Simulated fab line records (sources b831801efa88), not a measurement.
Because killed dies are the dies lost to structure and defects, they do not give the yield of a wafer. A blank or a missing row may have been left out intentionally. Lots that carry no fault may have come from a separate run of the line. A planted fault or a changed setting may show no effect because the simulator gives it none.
fab line records	flow sky130
record lots=11	wafers=30	last-day=50
route steps=708 shown LI_CONTACT@376 LOCAL_INTERCONNECT@400 CONTACT@411 PAD_OPEN@708
lots untouched by any fault: they come from a run of this same line in which no faults occurred
start-h: the number of hours between the record's first day and the start of the first shown wafer of the lot	wait-h: hours from the lot's prior step to this one	" the same as in the row above	L1.1+2: a single row standing in for several wafers	- value missing, or start not given	* or withheld: withheld	< > ~ a bound
route shown NAME@n: names a module that has steps shown in the file, with the first one's number in the route	usual: mean/standard deviation taken from wafers without a fault	same: alike in all rows	chamber/n: place in a boat	sites: per-site readings	_std_site: standard deviation of those values	_edge_site: the outer-site mean with the inner-site mean subtracted	radius-mm: for every site, how far away it sits from the centre of the wafer	mask NAME#n: copy n	behind: tool/chamber where the wafer was last shaped	hold: cause of the lot's hold/its duration in hours/its outcome	device: the transistor (n, p or np) that didn't switch	end of line: tests of these same wafers at the route's end	step lacking rows: just its recipe	killed: count of dies lost to structure and defects at first sort (not the wafer's yield)	map: a wafer's dies, marking killed ones x, the rest . and places with no die _
set.NAME: the run value of the setting; set.NAME@STEP: its run value at that earlier step	model.NAME: the simulator's own value behind a step, which no gauge read
the route's steps for a sample of lots (tables are steps, rows are wafers)
services: when a tool's chamber went out of use (start-h, in hours from the record's first day, below 0 if earlier), for how many hours, and the reason
## steps
# step SKY_LI_CONTACT_ETCH_14
# recipe chemistry=N2/H2	target=BARC	ion-energy-ev=200	source-w=500	bias-w=100	pressure-mtorr=30	n2-flow-sccm=100	h2-flow-sccm=200	stop-on=SiO2	time-s=45.9	target-depth-a=600
# usual drypump-motor-current-A=5.7/0.45	oes-product-au=0.855/0.0045	throttle-valve-pct=13.226/0.0091
lot.wafer	tool	chamber	start-h	wait-h	drypump-motor-current-A	oes-product-au	rf-hours-counter-h	throttle-valve-pct
L603.1	rie-diel-04	2	699.61	0.0	5.6	0.856	7	13.222
L603.2	"	3	"	"	5.2	0.849	8	13.226
L603.5	"	0	"	"	5.0	0.857	-	13.243
L605.5	rie-diel-04	1	716.41	0.0	5.8	0.848	-	13.232
L605.6	"	0	"	"	5.0	0.860	-	13.225
L606.2	rie-diel-02	1	726.91	0.0	6.0	0.859	11	13.225
L606.5	"	1	"	"	6.0	0.847	-	13.218
L607.1	rie-diel-01	2	737.51	0.0	6.6	0.852	7	13.234
L607.6	"	1	"	"	6.4	0.865	-	13.221
L613.1	rie-diel-02	2	774.11	0.0	5.9	0.863	20	13.226
L613.2	"	1	"	"	6.0	0.847	13	13.228
L613.5	"	0	"	"	6.0	0.863	-	13.231
L614.3	rie-diel-04	0	789.66	0.0	5.0	0.854	6	13.225
L614.4	"	3	"	"	5.2	0.852	10	13.239
L614.5	"	0	"	"	5.0	0.862	-	13.221
L615.1	rie-diel-01	0	796.51	0.0	5.9	0.859	0	13.207
L615.2	"	3	"	"	5.6	0.857	8	13.230
L615.3	"	1	"	"	6.4	0.856	15	13.227
L617.2	rie-diel-01	1	824.61	0.0	6.3	0.858	15	13.220
L617.3	"	0	"	"	5.9	0.850	1	13.222
L617.4	"	3	"	"	5.6	0.857	8	13.213
L616.4	rie-diel-01	2	828.81	0.0	6.6	0.860	9	13.234
L616.5	"	2	"	"	6.6	0.858	-	13.222
L616.6	"	3	"	"	5.6	0.849	-	13.226
L619.2	rie-diel-04	2	831.56	0.0	5.6	0.853	11	13.237
L619.5	"	0	"	"	5.0	0.863	-	13.230
L619.6	"	3	"	"	5.2	0.854	-	13.229
L618.3	rie-diel-02	2	840.06	0.0	5.9	0.855	22	13.212
L618.4	"	3	"	"	5.1	0.851	22	13.219
L618.5	"	2	"	"	5.9	0.854	-	13.213
# step SKY_LI_CONTACT_STRIP_16
# recipe chemistry=O2/N2	power-w=1400	pressure-mtorr=1500	platen-temp-c=withheld	o2-flow-sccm=3000	n2-flow-sccm=300	overash-fraction=0.5
# usual drypump-motor-current-A=5.48/0.13	oes-product-au=0.374/0.0048	strip-time-to-endpoint-s=3.48/0.034
lot.wafer	tool	chamber	start-h	wait-h	drypump-motor-current-A	oes-product-au	rf-hours-counter-h	strip-time-to-endpoint-s
L603.1	plasma-asher-02	1	699.73	-	5.52	0.373	56	3.46
L603.2	"	0	"	"	5.51	0.369	56	3.50
L603.5	"	1	"	"	5.49	0.376	-	3.52
L605.5	plasma-asher-04	0	716.58	-	5.70	0.378	-	3.48
L605.6	"	1	"	"	5.36	0.371	-	3.52
L606.2	plasma-asher-02	0	727.04	-	5.47	0.371	59	3.40
L606.5	"	1	"	"	5.55	0.372	-	3.39
L607.1	plasma-asher-02	1	737.64	-	5.56	0.369	60	3.53
L607.6	"	0	"	"	5.51	0.378	-	3.53
L613.1	plasma-asher-04	1	774.23	-	5.39	0.373	3	3.48
L613.2	"	0	"	"	5.71	0.378	3	3.42
L613.5	"	1	"	"	5.36	0.379	-	3.46
L614.3	plasma-asher-04	0	789.82	-	5.68	0.380	-	3.52
L614.4	"	1	"	"	5.39	0.378	-	3.50
L614.5	"	0	"	"	5.68	0.376	-	3.53
L615.1	plasma-asher-04	0	796.63	-	5.71	0.378	6	3.48
L615.2	"	1	"	"	5.42	0.371	6	3.50
L615.3	"	1	"	"	5.37	0.384	-	3.52
L617.2	plasma-asher-02	0	824.74	-	5.41	0.376	67	3.52
L617.3	"	1	"	"	5.48	0.365	-	3.45
L617.4	"	0	"	"	5.46	0.362	-	3.46
L616.4	plasma-asher-01	0	828.98	-	5.48	0.375	-	3.50
L616.5	"	1	"	"	5.19	0.374	-	3.50
L616.6	"	0	"	"	5.46	0.380	-	3.47
L619.2	plasma-asher-02	1	831.69	-	5.55	0.371	68	3.46
L619.5	"	1	"	"	5.51	0.376	-	3.50
L619.6	"	0	"	"	5.48	0.382	-	3.46
L618.3	plasma-asher-01	1	840.22	-	5.25	0.380	-	3.52
L618.4	"	0	"	"	5.46	0.382	-	3.47
L618.5	"	1	"	"	5.26	0.373	-	3.51
# step SKY_LOCAL_INTERCONNECT_ETCH_13
# recipe chemistry=N2/H2	target=BARC	ion-energy-ev=200	bias-w=100	pressure-mtorr=30	n2-flow-sccm=100	h2-flow-sccm=200	icp-w=500	stop-on=SiO2	time-s=45.9	target-depth-a=600
# usual drypump-motor-current-A=5.6/0.32	oes-product-au=0.855/0.0044	throttle-valve-pct=13.224/0.0087
lot.wafer	tool	chamber	start-h	wait-h	drypump-motor-current-A	oes-product-au	rf-hours-counter-h	throttle-valve-pct
L603.1	rie-metal-01	0	728.49	0.0	5.4	0.852	9	13.224
L603.2	"	1	"	"	6.0	0.858	4	13.227
L603.5	"	0	"	"	5.4	0.857	-	13.226
L605.5	rie-metal-01	0	745.18	0.0	5.4	0.864	-	13.229
L605.6	"	1	"	"	6.0	0.802	-	13.216
L606.2	rie-metal-01	0	755.56	0.0	5.4	0.821	10	13.240
L606.5	"	1	"	"	6.0	0.852	-	13.235
L607.1	rie-metal-01	1	766.13	0.0	6.0	0.854	5	13.241
L607.6	"	0	"	"	5.4	0.829	-	13.212
L613.1	rie-metal-04	0	801.95	0.0	5.7	0.863	2	13.222
L613.2	"	1	"	"	5.2	0.863	3	13.236
L613.5	"	1	"	"	5.1	0.858	-	13.222
L614.3	rie-metal-01	1	817.92	0.0	6.0	0.857	-	13.225
L614.4	"	0	"	"	5.4	0.858	-	13.237
L614.5	"	0	"	"	5.3	0.855	-	13.225
L615.1	rie-metal-01	0	825.40	0.0	5.4	0.862	12	13.227
L615.2	"	1	"	"	6.0	0.849	7	13.223
L615.3	"	0	"	"	5.4	0.859	-	13.210
L617.2	rie-metal-03	0	851.04	0.0	6.0	0.856	10	13.222
L617.3	"	1	"	"	5.3	0.858	-	13.226
L617.4	"	0	"	"	6.0	0.855	-	13.214
L616.4	rie-metal-01	0	854.41	0.0	5.4	0.852	-	13.222
L616.5	"	1	"	"	6.0	0.852	-	13.228
L616.6	"	0	"	"	5.3	0.859	-	13.228
L619.2	rie-metal-04	0	857.86	0.0	5.8	0.852	4	13.224
L619.5	"	0	"	"	5.7	0.848	-	13.218
L619.6	"	1	"	"	5.2	0.847	-	13.215
L618.3	rie-metal-04	0	866.97	0.0	5.7	0.846	-	13.217
L618.4	"	1	"	"	5.2	0.855	-	13.209
L618.5	"	0	"	"	5.7	0.860	-	13.218
# step SKY_LOCAL_INTERCONNECT_METAL_ETCH_14
# recipe target-depth-nm=110	stop-on=PSG	chemistry=Cl2/BCl3	target=TiN	resist-sidewall-deg=88	pressure-mtorr=10	icp-w=900	bias-w=48.5	Cl2_flow_sccm=60	bcl3-flow-sccm=30	time-s=31.4
# usual drypump-motor-current-A=5.6/0.33	oes-product-au=0.938/0.0089	throttle-valve-pct=21.904/0.0098
lot.wafer	tool	chamber	start-h	wait-h	drypump-motor-current-A	oes-product-au	rf-hours-counter-h	throttle-valve-pct
L603.1	rie-metal-01	0	728.55	0.0	5.3	0.951	9	21.914
L603.2	"	1	"	"	6.0	0.937	4	21.895
L603.5	"	0	"	"	5.4	0.933	-	21.899
L605.5	rie-metal-01	0	745.23	0.0	5.4	0.932	-	21.913
L605.6	"	1	"	"	6.0	0.768	-	22.011
L606.2	rie-metal-01	0	755.62	0.0	5.3	0.901	10	21.930
L606.5	"	1	"	"	6.0	0.935	-	21.905
L607.1	rie-metal-01	1	766.19	0.0	6.0	0.937	5	21.894
L607.6	"	0	"	"	5.3	0.910	-	21.927
L613.1	rie-metal-04	0	802.01	0.0	5.8	0.962	2	21.889
L613.2	"	1	"	"	5.2	0.939	3	21.894
L613.5	"	1	"	"	5.2	0.956	-	21.896
L614.3	rie-metal-01	1	817.98	0.0	6.0	0.925	-	21.899
L614.4	"	0	"	"	5.3	0.929	-	21.903
L614.5	"	0	"	"	5.3	0.919	-	21.919
L615.1	rie-metal-01	0	825.46	0.0	5.3	0.944	12	21.899
L615.2	"	1	"	"	6.0	0.948	7	21.891
L615.3	"	0	"	"	5.3	0.932	-	21.921
L617.2	rie-metal-03	0	851.10	0.0	6.0	0.933	10	21.901
L617.3	"	1	"	"	5.3	0.921	-	21.914
L617.4	"	0	"	"	6.0	0.929	-	21.891
L616.4	rie-metal-01	0	854.47	0.0	5.3	0.934	-	21.911
L616.5	"	1	"	"	6.0	0.932	-	21.908
L616.6	"	0	"	"	5.3	0.942	-	21.898
L619.2	rie-metal-04	0	857.92	0.0	5.7	0.949	4	21.895
L619.5	"	0	"	"	5.7	0.941	-	21.904
L619.6	"	1	"	"	5.3	0.933	-	21.877
L618.3	rie-metal-04	0	867.03	0.0	5.7	0.957	-	21.893
L618.4	"	1	"	"	5.2	0.930	-	21.906
L618.5	"	0	"	"	5.7	0.931	-	21.910
# step SKY_LOCAL_INTERCONNECT_STRIP_15
# recipe chemistry=O2/N2	power-w=1400	pressure-mtorr=1500	platen-temp-c=withheld	o2-flow-sccm=3000	n2-flow-sccm=300	overash-fraction=0.5
# usual drypump-motor-current-A=5.52/0.21	oes-product-au=0.427/0.0047	strip-time-to-endpoint-s=4.726/0.028
lot.wafer	tool	chamber	start-h	wait-h	drypump-motor-current-A	oes-product-au	rf-hours-counter-h	strip-time-to-endpoint-s
L603.1	plasma-asher-03	0	728.60	0.0	5.44	0.429	93	4.721
L603.2	"	1	"	"	5.93	0.422	93	4.763
L603.5	"	1	"	"	5.96	0.422	-	4.757
L605.5	plasma-asher-03	1	745.32	0.1	5.95	0.419	-	4.706
L605.6	"	0	"	"	5.42	0.434	-	4.869
L606.2	plasma-asher-01	1	755.67	0.0	5.19	0.435	33	4.845
L606.5	"	1	"	"	5.20	0.431	-	4.750
L607.1	plasma-asher-02	1	766.25	0.0	5.51	0.428	63	4.739
L607.6	"	0	"	"	5.45	0.428	-	4.828
L613.1	plasma-asher-02	0	802.06	0.0	5.47	0.427	65	4.711
L613.2	"	1	"	"	5.50	0.431	65	4.742
L613.5	"	0	"	"	5.48	0.429	-	4.715
L614.3	plasma-asher-01	1	818.05	0.1	5.24	0.436	-	4.780
L614.4	"	0	"	"	5.47	0.430	-	4.766
L614.5	"	1	"	"	5.24	0.418	-	4.739
L615.1	plasma-asher-02	0	825.51	0.0	5.47	0.430	67	4.723
L615.2	"	1	"	"	5.52	0.421	67	4.759
L615.3	"	0	"	"	5.49	0.424	-	4.707
L617.2	plasma-asher-03	1	851.15	0.0	5.95	0.426	107	4.673
L617.3	"	0	"	"	5.42	0.428	-	4.726
L617.4	"	1	"	"	5.93	0.422	-	4.672
L616.4	plasma-asher-02	0	854.54	0.1	5.50	0.426	-	4.688
L616.5	"	0	"	"	5.49	0.421	-	4.745
L616.6	"	1	"	"	5.52	0.421	-	4.699
L619.2	plasma-asher-03	0	857.97	0.0	5.43	0.417	107	4.713
L619.5	"	0	"	"	5.44	0.431	-	4.721
L619.6	"	1	"	"	5.94	0.432	-	4.721
L618.3	plasma-asher-02	0	867.10	0.1	5.51	0.434	-	4.727
L618.4	"	1	"	"	5.50	0.432	-	4.765
L618.5	"	1	"	"	5.49	0.422	-	4.749
# step SKY_CONTACT_BOW_MEAS_05
# recipe mode=bow
# usual CONTACT_BOW=81/6.4
lot.wafer	tool	chamber	start-h	wait-h	CONTACT_BOW[um]
L603.1	film-metro-04	-	729.77	0.2	80
L603.2	"	-	"	"	85
L603.5	"	-	"	"	75
L605.5	film-metro-01	-	746.48	0.1	75
L605.6	"	-	"	"	67
L606.2	film-metro-04	-	756.84	0.1	74
L606.5	"	-	"	"	76
L607.1	film-metro-04	-	767.37	0.1	86
L607.6	"	-	"	"	86
L613.1	film-metro-01	-	803.22	0.1	90
L613.2	"	-	"	"	75
L613.5	"	-	"	"	80
L614.3	film-metro-04	-	819.39	0.1	80
L614.4	"	-	"	"	84
L614.5	"	-	"	"	83
L615.1	film-metro-01	-	826.63	0.1	81
L615.2	"	-	"	"	90
L615.3	"	-	"	"	82
L617.2	film-metro-01	-	852.57	0.2	82
L617.3	"	-	"	"	69
L617.4	"	-	"	"	85
L616.4	film-metro-03	-	855.81	0.3	84
L616.5	"	-	"	"	79
L616.6	"	-	"	"	92
L619.2	film-metro-01	-	859.19	0.2	81
L619.5	"	-	"	"	74
L619.6	"	-	"	"	75
L618.3	film-metro-03	-	868.22	0.2	78
L618.4	"	-	"	"	91
L618.5	"	-	"	"	89
# step SKY_PAD_OPEN_PROBE_99
# usual killed_at_M0_to_M3=44/6.9	killed_at_M4_up=3.2/1.8	killed-at-contacts=23/5.2	killed-at-front-end=15/4.5	killed-at-other=0.3/0.56	killed-dies=85/8.8	killed-on-rim=17/3.5	killed-open=47/6.7	killed-short=39/6.4
# same gross-dies=492	killed-at-back-side=0
lot.wafer	tool	chamber	start-h	wait-h	killed_at_M0_to_M3	killed_at_M4_up	killed-at-contacts	killed-at-front-end	killed-at-other	killed-dies	killed-on-rim	killed-open	killed-short
L603.1	prober-01	-	1090.88	0.1	44	1	28	18	0	91	21	48	43
L603.2	prober-01	-	1090.93	0.1	29	1	23	5	0	58	6	37	21
L603.5	prober-01	-	1091.08	0.2	40	4	24	4	0	72	13	43	29
L605.5	prober-01	-	1104.53	0.2	44	4	19	21	0	88	19	49	39
L605.6	prober-01	-	1104.58	0.2	50	4	176	14	0	244	52	45	48
L606.2	prober-02	-	1109.85	0.1	57	5	37	10	3	112	24	54	44
L606.5	prober-02	-	1110.00	0.2	47	3	32	12	0	94	17	48	46
L607.1	prober-02	-	1119.52	0.1	42	4	21	19	0	86	17	51	35
L607.6	prober-02	-	1119.77	0.2	47	2	54	16	1	120	26	55	39
L613.1	prober-02	-	1147.33	0.1	50	4	24	19	1	98	21	50	48
L613.2	prober-02	-	1147.38	0.1	46	6	18	13	2	85	19	47	38
L613.5	prober-02	-	1147.53	0.2	41	6	23	13	0	83	19	53	30
L614.3	prober-02	-	1157.14	0.2	39	4	30	6	1	80	14	51	29
L614.4	prober-02	-	1157.19	0.2	45	3	23	14	0	85	15	47	38
L614.5	prober-02	-	1157.24	0.2	29	4	27	17	0	77	17	40	37
L615.1	prober-01	-	1162.12	0.1	39	4	30	11	0	84	20	44	40
L615.2	prober-01	-	1162.17	0.1	47	6	25	12	0	90	23	50	40
L615.3	prober-01	-	1162.22	0.2	30	5	28	10	0	73	13	45	28
L617.2	prober-02	-	1180.42	0.1	41	5	45	16	0	107	23	64	43
L617.3	prober-02	-	1180.47	0.2	48	6	28	20	0	102	16	52	50
L617.4	prober-02	-	1180.52	0.2	39	1	35	18	0	93	19	53	40
L616.4	prober-01	-	1181.41	0.2	44	1	20	15	1	81	17	42	39
L616.5	prober-01	-	1181.46	0.2	55	2	33	14	1	105	22	62	43
L616.6	prober-01	-	1181.51	0.2	32	1	18	25	1	77	16	37	40
L619.2	prober-02	-	1184.22	0.1	40	3	21	18	2	84	16	47	37
L619.5	prober-02	-	1184.37	0.2	46	2	21	12	0	81	14	34	47
L619.6	prober-02	-	1184.42	0.2	38	0	24	13	0	75	14	40	35
L618.3	prober-02	-	1188.01	0.2	36	2	26	7	1	72	10	45	27
L618.4	prober-02	-	1188.06	0.2	48	6	23	13	0	90	16	52	38
L618.5	prober-02	-	1188.11	0.2	51	5	20	10	0	86	15	51	35
# killed by level:class
L603.1 VIA3:geometric-particle:open=10 LI_CONTACT:geometric-particle:open=9 CONTACT:geometric-particle:open=8 FIELD_ISO:geometric-particle:short=7 VIA1:geometric-particle:short=6 VIA2:geometric-particle:open=6 POLY_GATE:geometric-particle:short=5 VIA1:geometric-particle:open=5
L603.2 VIA3:geometric-particle:open=9 LI_CONTACT:geometric-particle:open=8 CONTACT:geometric-particle:open=8 VIA1:geometric-particle:short=5 CONTACT:geometric-particle:short=4 VIA1:geometric-particle:open=4 VIA2:geometric-particle:open=4 FIELD_ISO:geometric-particle:open=2
L603.5 VIA3:geometric-particle:open=13 CONTACT:geometric-particle:open=9 LOCAL_INTERCONNECT:geometric-particle:short=5 METAL1:geometric-particle:short=5 VIA1:geometric-particle:open=5 LI_CONTACT:geometric-particle:open=4 CONTACT:geometric-particle:short=4 VIA2:geometric-particle:open=4
L605.5 VIA1:geometric-particle:open=9 CONTACT:geometric-particle:open=8 VIA2:geometric-particle:open=6 POLY_GATE:geometric-particle:open=5 LI_CONTACT:geometric-particle:open=5 VIA1:geometric-particle:short=5 VIA2:geometric-particle:short=5 VIA3:geometric-particle:open=5
L605.6 LOCAL_INTERCONNECT:area-etch=151 VIA1:geometric-particle:open=10 VIA1:geometric-particle:short=8 CONTACT:geometric-particle:short=8 CONTACT:geometric-particle:open=8 METAL1:geometric-particle:short=6 METAL2:geometric-particle:short=6 POLY_GATE:geometric-particle:open=5
L606.2 LOCAL_INTERCONNECT:area-etch=14 CONTACT:geometric-particle:open=12 VIA1:geometric-particle:open=10 VIA3:geometric-particle:open=10 VIA1:geometric-particle:short=7 METAL1:geometric-particle:short=7 METAL2:geometric-particle:short=7 CONTACT:geometric-particle:short=6
L606.5 CONTACT:geometric-particle:open=13 METAL1:geometric-particle:short=9 VIA2:geometric-particle:open=9 LI_CONTACT:geometric-particle:open=8 VIA1:geometric-particle:open=7 FIELD_ISO:geometric-particle:short=6 METAL2:geometric-particle:short=6 LI_CONTACT:geometric-particle:short=5
L607.1 VIA1:geometric-particle:open=11 CONTACT:geometric-particle:open=11 VIA3:geometric-particle:open=7 VIA1:geometric-particle:short=7 POLY_GATE:geometric-particle:short=5 VIA2:geometric-particle:open=5 FIELD_ISO:geometric-particle:open=4 POLY_GATE:geometric-particle:open=4
L607.6 LOCAL_INTERCONNECT:area-etch=26 CONTACT:geometric-particle:open=11 VIA1:geometric-particle:open=9 VIA2:geometric-particle:open=9 VIA1:geometric-particle:short=8 CONTACT:geometric-particle:short=7 FIELD_ISO:geometric-particle:short=6 VIA3:geometric-particle:open=6
L613.1 CONTACT:geometric-particle:open=9 VIA1:geometric-particle:open=7 VIA3:geometric-particle:open=7 VIA2:geometric-particle:open=6 METAL2:geometric-particle:short=6 METAL1:geometric-particle:short=6 METAL3:geometric-particle:short=6 FIELD_ISO:geometric-particle:open=5
L613.2 VIA3:geometric-particle:open=11 VIA1:geometric-particle:open=8 LI_CONTACT:geometric-particle:open=6 VIA2:geometric-particle:open=6 METAL4:geometric-particle:short=5 FIELD_ISO:geometric-particle:short=4 POLY_GATE:geometric-particle:short=4 CONTACT:geometric-particle:open=4
L613.5 VIA2:geometric-particle:open=10 VIA3:geometric-particle:open=8 VIA1:geometric-particle:open=8 CONTACT:geometric-particle:short=7 CONTACT:geometric-particle:open=7 FIELD_ISO:geometric-particle:open=5 FIELD_ISO:geometric-particle:short=4 LOCAL_INTERCONNECT:geometric-particle:short=3
L614.3 CONTACT:geometric-particle:open=14 VIA1:geometric-particle:open=9 VIA2:geometric-particle:open=9 LI_CONTACT:geometric-particle:open=8 VIA3:geometric-particle:open=6 CONTACT:geometric-particle:short=5 VIA1:geometric-particle:short=3 METAL2:geometric-particle:short=3
L614.4 LI_CONTACT:geometric-particle:open=10 METAL1:geometric-particle:short=9 VIA1:geometric-particle:open=9 VIA2:geometric-particle:open=8 CONTACT:geometric-particle:open=7 VIA3:geometric-particle:open=6 FIELD_ISO:geometric-particle:short=5 CONTACT:geometric-particle:short=4
L614.5 CONTACT:geometric-particle:open=9 LI_CONTACT:geometric-particle:open=6 VIA1:geometric-particle:open=6 VIA2:geometric-particle:open=6 POLY_GATE:geometric-particle:short=5 CONTACT:geometric-particle:short=5 METAL1:geometric-particle:short=5 FIELD_ISO:geometric-particle:short=4
L615.1 CONTACT:geometric-particle:open=11 VIA1:geometric-particle:open=10 METAL2:geometric-particle:short=6 VIA3:geometric-particle:open=6 LI_CONTACT:geometric-particle:open=5 LOCAL_INTERCONNECT:geometric-particle:short=5 METAL1:geometric-particle:short=5 FIELD_ISO:geometric-particle:short=4
L615.2 VIA1:geometric-particle:open=14 CONTACT:geometric-particle:open=11 VIA3:geometric-particle:open=8 CONTACT:geometric-particle:short=7 VIA2:geometric-particle:open=7 FIELD_ISO:geometric-particle:short=6 VIA1:geometric-particle:short=4 METAL2:geometric-particle:short=4
L615.3 CONTACT:geometric-particle:open=12 VIA1:geometric-particle:open=9 LI_CONTACT:geometric-particle:open=6 VIA3:geometric-particle:open=5 LOCAL_INTERCONNECT:geometric-particle:short=4 CONTACT:geometric-particle:short=4 VIA2:geometric-particle:open=4 FIELD_ISO:geometric-particle:short=3
L617.2 CONTACT:geometric-particle:open=16 LI_CONTACT:geometric-particle:open=13 VIA2:geometric-particle:open=10 VIA1:geometric-particle:open=8 CONTACT:geometric-particle:short=7 POLY_GATE:geometric-particle:open=6 LI_CONTACT:geometric-particle:short=5 METAL1:geometric-particle:short=5
L617.3 VIA1:geometric-particle:open=13 CONTACT:geometric-particle:open=9 LI_CONTACT:geometric-particle:open=7 METAL2:geometric-particle:short=7 VIA2:geometric-particle:open=7 FIELD_ISO:geometric-particle:short=6 METAL4:geometric-particle:short=5 LOCAL_INTERCONNECT:geometric-particle:short=5
L617.4 CONTACT:geometric-particle:open=16 VIA1:geometric-particle:open=13 LI_CONTACT:geometric-particle:open=7 FIELD_ISO:geometric-particle:short=6 CONTACT:geometric-particle:short=6 LOCAL_INTERCONNECT:geometric-particle:short=5 METAL1:geometric-particle:short=5 VIA2:geometric-particle:open=4
L616.4 VIA3:geometric-particle:open=9 VIA1:geometric-particle:open=8 LI_CONTACT:geometric-particle:open=7 VIA2:geometric-particle:open=6 VIA2:geometric-particle:short=5 METAL2:geometric-particle:short=5 FIELD_ISO:geometric-particle:short=4 POLY_GATE:geometric-particle:short=4
L616.5 CONTACT:geometric-particle:open=13 VIA1:geometric-particle:open=12 VIA3:geometric-particle:open=10 METAL2:geometric-particle:short=9 VIA2:geometric-particle:open=7 LI_CONTACT:geometric-particle:short=6 LI_CONTACT:geometric-particle:open=5 POLY_GATE:geometric-particle:short=4
L616.6 FIELD_ISO:geometric-particle:short=7 LI_CONTACT:geometric-particle:open=6 FIELD_ISO:geometric-particle:open=5 CONTACT:geometric-particle:open=5 METAL2:geometric-particle:short=5 VIA2:geometric-particle:short=5 VIA2:geometric-particle:open=4 METAL3:geometric-particle:short=4
L619.2 VIA3:geometric-particle:open=10 VIA1:geometric-particle:short=9 CONTACT:geometric-particle:open=8 LI_CONTACT:geometric-particle:open=7 VIA1:geometric-particle:open=6 FIELD_ISO:geometric-particle:short=5 FIELD_ISO:geometric-particle:open=5 METAL1:geometric-particle:short=5
L619.5 METAL1:geometric-particle:short=11 CONTACT:geometric-particle:open=11 METAL2:geometric-particle:short=8 VIA3:geometric-particle:open=7 VIA1:geometric-particle:open=6 VIA1:geometric-particle:short=5 POLY_GATE:geometric-particle:short=4 LI_CONTACT:geometric-particle:open=4
L619.6 CONTACT:geometric-particle:open=8 CONTACT:geometric-particle:short=7 VIA2:geometric-particle:open=7 VIA1:geometric-particle:open=6 METAL1:geometric-particle:open=5 METAL2:geometric-particle:short=5 POLY_GATE:geometric-particle:open=4 VIA3:geometric-particle:short=4
L618.3 CONTACT:geometric-particle:open=10 LI_CONTACT:geometric-particle:open=7 CONTACT:geometric-particle:short=7 VIA1:geometric-particle:open=7 VIA2:geometric-particle:open=7 METAL2:geometric-particle:short=5 VIA3:geometric-particle:open=5 METAL1:geometric-particle:open=3
L618.4 VIA1:geometric-particle:open=15 VIA3:geometric-particle:open=9 CONTACT:geometric-particle:open=7 LI_CONTACT:geometric-particle:open=7 METAL4:geometric-particle:short=6 FIELD_ISO:geometric-particle:short=5 CONTACT:geometric-particle:short=5 VIA3:geometric-particle:short=5
L618.5 VIA1:geometric-particle:open=16 VIA3:geometric-particle:open=9 CONTACT:geometric-particle:open=8 CONTACT:geometric-particle:short=6 VIA2:geometric-particle:open=6 VIA2:geometric-particle:short=4 VIA1:geometric-particle:short=4 METAL4:geometric-particle:short=4
## services
tool	chamber	start-h	hours	kind
plasma-asher-01	-	676.96	2.5	repair
rie-diel-01	2	695.48	3.9	repair
plasma-asher-03	-	707.60	4.6	repair
rie-diel-01	-	718.52	15.6	pm
plasma-asher-04	-	733.75	9.0	pm
plasma-asher-03	-	734.95	2.8	pm
rie-diel-04	-	738.99	0.9	repair
rie-diel-01	-	739.92	0.7	repair
rie-diel-01	3	744.99	7.1	repair
rie-diel-01	2	747.37	3.7	repair
rie-diel-01	1	748.04	7.8	repair
plasma-asher-04	-	755.20	0.5	repair
rie-diel-02	-	774.47	4.3	pm
plasma-asher-02	-	783.97	15.6	pm
rie-diel-01	2	796.24	8.3	repair
rie-metal-01	-	798.41	1.7	repair
rie-diel-01	-	814.56	0.9	repair
rie-diel-04	2	821.85	2.5	repair
plasma-asher-04	-	823.87	14.6	pm
plasma-asher-02	-	827.59	2.8	pm
rie-metal-04	0	831.62	8.0	repair
rie-metal-01	-	843.10	0.1	repair
plasma-asher-01	-	854.19	14.6	pm
rie-metal-04	-	860.55	1.4	pm
## key
first-sign step=SKY_LOCAL_INTERCONNECT_ETCH_13	reading=oes-product-au	direction=down	sigmas=8.4	usual=0.855	struck=0.817
effect step=SKY_LOCAL_INTERCONNECT_METAL_ETCH_14	reading=oes-product-au	direction=down	sigmas=8.8	usual=0.938	struck=0.859
effect step=SKY_LOCAL_INTERCONNECT_STRIP_15	reading=strip-time-to-endpoint-s	direction=up	sigmas=4.3	usual=*	struck=*
effect step=SKY_PAD_OPEN_PROBE_99	reading=killed-at-contacts	direction=up	sigmas=13	usual=23	struck=89
more-kills-born-at SKY_LOCAL_INTERCONNECT_ETCH_13@rie-metal-01=191
met-at SKY_LOCAL_INTERCONNECT_ETCH_13
struck-lots L605,L606,L607
struck-wafers L605.6,L606.2,L607.6
tester-left-out L605,L606,L607
not-acting-at SKY_LI_CONTACT_ETCH_14,SKY_LI_CONTACT_STRIP_16,SKY_CONTACT_BOW_MEAS_05
onset-between 728.49 745.18
fault kind=process-parameter-drift	tool=rie-metal-01	chamber=-	onset-h=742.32	steps=SKY_LOCAL_INTERCONNECT_ETCH_13	channel=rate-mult	offset=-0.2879	shape=step	end-h=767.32	scope=struck-wafers-only
# tester-left-out: of these lots the tester's yield and bins aren't shown, on N5 and GAA mostly nor the transistor test; their killed dies are dies lost to structure and defects alone, not to doping, threshold or leakage, so they don't give the yield
